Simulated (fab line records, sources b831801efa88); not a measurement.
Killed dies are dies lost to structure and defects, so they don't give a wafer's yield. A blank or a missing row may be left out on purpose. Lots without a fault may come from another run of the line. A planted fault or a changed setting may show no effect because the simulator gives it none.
fab line records | flow sky130
record lots=5 wafers=15 last_day=49
route steps=708 shown METAL5@662
lots that met no fault: from a run of the same line without faults
start_h: hours from the record's first day to the start of the lot's first wafer shown | wait_h: hours since the lot's step before | " the same as in the row above | L1.1+2: a row that stands for several wafers | - no value, or no start given | * or withheld: withheld | < > ~ a bound
route shown NAME@n: a module of which the file shows steps, and the number in the route of the first | usual: mean/standard deviation of fault-free wafers | same: alike in all rows | chamber/n: place in a boat | sites: the reading at each site | _std_site: their standard deviation | _edge_site: outer sites' mean less inner sites' | radius_mm: how far each site lies from the wafer's centre | mask NAME#n: copy n | behind: the tool/chamber that last shaped the wafer | hold: why the lot was held/for how many hours/how that ended | device: the transistor (n, p or np) that didn't switch | end of line: the same wafers' tests at the end of the route | a step without rows: its recipe alone | killed: dies lost to structure and defects at the first sort, not the wafer's yield | map: a wafer's dies, x killed, . not, _ none there
set.NAME: the setting as run; set.NAME@STEP: as run at that earlier step | model.NAME: the simulator's own value behind a step, which no gauge read
lots at some steps of the route; a table a step, a row a wafer
services: from which hour (start_h, from the record's first day; less than 0 if before it) a tool's chamber was out of use, for how many hours, and why
## steps
# step SKY_METAL5_SPUTTER_01
# recipe material=TiN target_thk_nm=20 power_w=6500 time_s=16.7 chamber_pressure_pa=0.4
# usual throttle_valve_pct=29.6/0.96
# columns lot.wafer tool chamber start_h wait_h throttle_valve_pct
L079.1 pvd_sputter-01 - 1053.74 0.0 29.9
L079.2 " - " " 27.7
L079.6 " - " " 27.9
L084.3 pvd_sputter-04 - 1067.70 0.0 31.0
L084.4 " - " " 29.6
L084.6 " - " " 30.1
L088.4 pvd_sputter-01 - 1092.44 0.0 29.8
L088.5 " - " " 30.0
L088.6 " - " " 30.0
L094.3 pvd_sputter-01 - 1128.64 0.0 29.9
L094.4 " - " " 29.9
L094.5 " - " " 27.6
L093.1 pvd_sputter-03 - 1130.00 0.0 29.2
L093.2 " - " " 28.0
L093.4 " - " " 30.4
# step SKY_METAL5_SPUTTER_02
# recipe material=AlCu target_thk_nm=1150 power_w=10600 time_s=61.2 chamber_pressure_pa=0.4
# usual throttle_valve_pct=29.6/0.96
# columns lot.wafer tool chamber start_h wait_h throttle_valve_pct
L079.1 pvd_sputter-01 - 1053.77 0.0 29.8
L079.2 " - " " 27.8
L079.6 " - " " 27.8
L084.3 pvd_sputter-04 - 1067.72 0.0 31.0
L084.4 " - " " 30.0
L084.6 " - " " 30.3
L088.4 pvd_sputter-01 - 1092.48 0.0 29.7
L088.5 " - " " 30.1
L088.6 " - " " 30.1
L094.3 pvd_sputter-01 - 1128.67 0.0 30.2
L094.4 " - " " 29.8
L094.5 " - " " 27.8
L093.1 pvd_sputter-03 - 1130.03 0.0 29.0
L093.2 " - " " 27.9
L093.4 " - " " 30.7
# step SKY_METAL5_SPUTTER_03
# recipe material=Ti target_thk_nm=5 power_w=3000 time_s=3.3 chamber_pressure_pa=0.4
# usual throttle_valve_pct=29.6/0.96
# columns lot.wafer tool chamber start_h wait_h throttle_valve_pct
L079.1 pvd_sputter-01 - 1053.82 0.0 29.7
L079.2 " - " " 28.0
L079.6 " - " " 27.9
L084.3 pvd_sputter-04 - 1067.77 0.0 30.9
L084.4 " - " " 30.0
L084.6 " - " " 30.3
L088.4 pvd_sputter-01 - 1092.52 0.0 29.6
L088.5 " - " " 30.3
L088.6 " - " " 30.0
L094.3 pvd_sputter-01 - 1128.72 0.0 30.0
L094.4 " - " " 29.8
L094.5 " - " " 27.9
L093.1 pvd_sputter-03 - 1130.08 0.0 29.1
L093.2 " - " " 27.6
L093.4 " - " " 30.5
# step SKY_METAL5_SPUTTER_04
# recipe material=TiN target_thk_nm=70 power_w=6500 time_s=58.3 chamber_pressure_pa=0.4
# usual throttle_valve_pct=29.7/0.96
# columns lot.wafer tool chamber start_h wait_h throttle_valve_pct
L079.1 pvd_sputter-01 - 1053.84 0.0 30.0
L079.2 " - " " 27.9
L079.6 " - " " 27.8
L084.3 pvd_sputter-04 - 1067.79 0.0 31.2
L084.4 " - " " 30.2
L084.6 " - " " 30.0
L088.4 pvd_sputter-01 - 1092.55 0.0 29.6
L088.5 " - " " 30.1
L088.6 " - " " 29.9
L094.3 pvd_sputter-01 - 1128.74 0.0 29.9
L094.4 " - " " 29.9
L094.5 " - " " 27.8
L093.1 pvd_sputter-03 - 1130.10 0.0 29.1
L093.2 " - " " 28.1
L093.4 " - " " 30.9
# step SKY_METAL5_RS_MEAS_05
# recipe thk_meas_gauge=four-point-probe reads=TiN_of_METAL5_SPUTTER_04+Ti_of_METAL5_SPUTTER_03+AlCu_of_METAL5_SPUTTER_02+TiN_of_METAL5_SPUTTER_01+Ti_of_METAL5_SPUTTER_00
# usual METAL5_ALCU_RS=0.02713/0.0003
# columns lot.wafer tool chamber start_h wait_h METAL5_ALCU_RS[ohm/sq]
L079.1 film_metro-02 - 1053.89 0.0 0.02707
L079.2 " - " " 0.02718
L079.6 " - " " 0.02731
L084.3 film_metro-04 - 1067.88 0.1 0.02736
L084.4 " - " " 0.02733
L084.6 " - " " 0.02726
L088.4 film_metro-02 - 1092.64 0.1 0.02714
L088.5 " - " " 0.02726
L088.6 " - " " 0.02708
L094.3 film_metro-02 - 1128.82 0.1 0.02692
L094.4 " - " " 0.02692
L094.5 " - " " 0.02697
L093.1 film_metro-04 - 1130.15 0.0 0.02668
L093.2 " - " " 0.02673
L093.4 " - " " 0.02715
# step SKY_METAL5_THK_MEAS_06
# recipe thk_meas_gauge=xrf reads=AlCu_of_METAL5_SPUTTER_02
# usual METAL5_ALCU_THK=1120/14
# columns lot.wafer tool chamber start_h wait_h METAL5_ALCU_THK[nm]
L079.1 film_metro-02 - 1054.01 0.1 1113
L079.2 " - " " 1108
L079.6 " - " " 1105
L084.3 film_metro-04 - 1067.98 0.1 1109
L084.4 " - " " 1104
L084.6 " - " " 1112
L088.4 film_metro-02 - 1092.73 0.1 1120
L088.5 " - " " 1107
L088.6 " - " " 1107
L094.3 film_metro-02 - 1128.92 0.1 1125
L094.4 " - " " 1126
L094.5 " - " " 1116
L093.1 film_metro-04 - 1130.27 0.1 1145
L093.2 " - " " 1145
L093.4 " - " " 1130
# step SKY_METAL5_DEHYDRATE_07
# recipe temp_c=200 time_s=60
# usual resist_line_temp_C=23.01/0.1
# columns lot.wafer tool chamber start_h wait_h resist_line_temp_C
L079.1 litho_track-04 0 1064.25 10.2 23.03
L079.2 " 0 " " 22.99
L079.6 " 0 " " 22.90
L084.3 litho_track-01 0 1077.69 9.7 22.90
L084.4 " 0 " " 23.05
L084.6 " 0 " " 22.92
L088.4 litho_track-02 0 1102.83 10.1 22.98
L088.5 " 0 " " 23.04
L088.6 " 0 " " 23.08
L094.3 litho_track-01 0 1137.24 8.3 23.01
L094.4 " 0 " " 23.05
L094.5 " 0 " " 22.91
L093.1 litho_track-02 0 1138.86 8.6 22.92
L093.2 " 0 " " 22.94
L093.4 " 0 " " 22.94
# step SKY_METAL5_HMDS_08
# recipe prime_time_s=60 prime_temp_c=120
# usual resist_line_temp_C=23.00/0.097
# columns lot.wafer tool chamber start_h wait_h resist_line_temp_C
L079.1 litho_track-04 0 1064.40 0.1 22.89
L079.2 " 0 " " 23.07
L079.6 " 0 " " 23.00
L084.3 litho_track-01 0 1077.84 0.1 22.91
L084.4 " 0 " " 22.84
L084.6 " 0 " " 22.88
L088.4 litho_track-02 0 1102.98 0.1 22.85
L088.5 " 0 " " 22.91
L088.6 " 0 " " 23.04
L094.3 litho_track-01 0 1137.39 0.1 23.06
L094.4 " 0 " " 22.96
L094.5 " 0 " " 22.99
L093.1 litho_track-02 0 1139.01 0.1 23.08
L093.2 " 0 " " 22.86
L093.4 " 0 " " 23.12
# step SKY_METAL5_COAT_09
# recipe resist=NOVOLAK spin_rpm=3000 resist_thk_nm=1800
# usual resist_line_temp_C=23.01/0.12
# columns lot.wafer tool chamber start_h wait_h resist_line_temp_C
L079.1 litho_track-04 0 1064.55 0.1 22.97
L079.2 " 0 " " 22.94
L079.6 " 0 " " 22.91
L084.3 litho_track-01 0 1077.99 0.1 23.06
L084.4 " 0 " " 22.91
L084.6 " 0 " " 23.04
L088.4 litho_track-02 0 1103.13 0.1 23.09
L088.5 " 0 " " 23.22
L088.6 " 0 " " 22.91
L094.3 litho_track-01 0 1137.54 0.1 23.00
L094.4 " 0 " " 23.14
L094.5 " 0 " " 23.08
L093.1 litho_track-02 0 1139.16 0.1 22.74
L093.2 " 0 " " 22.73
L093.4 " 0 " " 22.93
# step SKY_METAL5_SOFTBAKE_10
# recipe temp_c=90 time_s=60 resist=NOVOLAK
# usual resist_line_temp_C=23.01/0.1
# columns lot.wafer tool chamber start_h wait_h resist_line_temp_C
L079.1 litho_track-04 0 1064.70 0.1 23.06
L079.2 " 0 " " 22.86
L079.6 " 0 " " 23.01
L084.3 litho_track-01 0 1078.14 0.1 23.13
L084.4 " 0 " " 22.94
L084.6 " 0 " " 23.07
L088.4 litho_track-02 0 1103.28 0.1 22.99
L088.5 " 0 " " 22.82
L088.6 " 0 " " 22.83
L094.3 litho_track-01 0 1137.69 0.1 22.95
L094.4 " 0 " " 22.83
L094.5 " 0 " " 22.92
L093.1 litho_track-02 0 1139.31 0.1 22.85
L093.2 " 0 " " 22.96
L093.4 " 0 " " 22.92
# step SKY_METAL5_EXPOSE_11
# recipe mask_id=MM5 na=0.6 source_shape=conventional sigma_outer=0.6 polarization=unpolarized target_cd_nm=1600 dose_mj=190
# columns lot.wafer tool chamber start_h wait_h mask
L079.1+2+6 iline_stepper-01 0 - - MM5#0
L084.3+4+6 iline_stepper-01 0 - - MM5#0
L088.4+5+6 iline_stepper-02 0 - - MM5#0
L094.3+4+5 iline_stepper-02 0 - - MM5#0
L093.1+2+4 iline_stepper-02 0 - - MM5#0
## services
# columns tool chamber start_h hours kind
iline_stepper-02 - 1039.08 2.5 repair
iline_stepper-01 - 1040.00 8.3 repair
iline_stepper-02 - 1048.29 1.7 pm
pvd_sputter-03 - 1057.93 12.8 repair
pvd_sputter-01 - 1059.73 1.0 repair
pvd_sputter-01 3 1083.14 - consumable_replace:kit
pvd_sputter-01 3 1083.14 18.0 scheduled_down
pvd_sputter-01 3 1083.14 18.0 vent_cycle
pvd_sputter-04 - 1092.30 6.6 repair
pvd_sputter-04 - 1136.99 2.6 repair
pvd_sputter-03 - 1137.50 3.9 repair
iline_stepper-01 - 1138.88 1.4 repair
## key
fault none
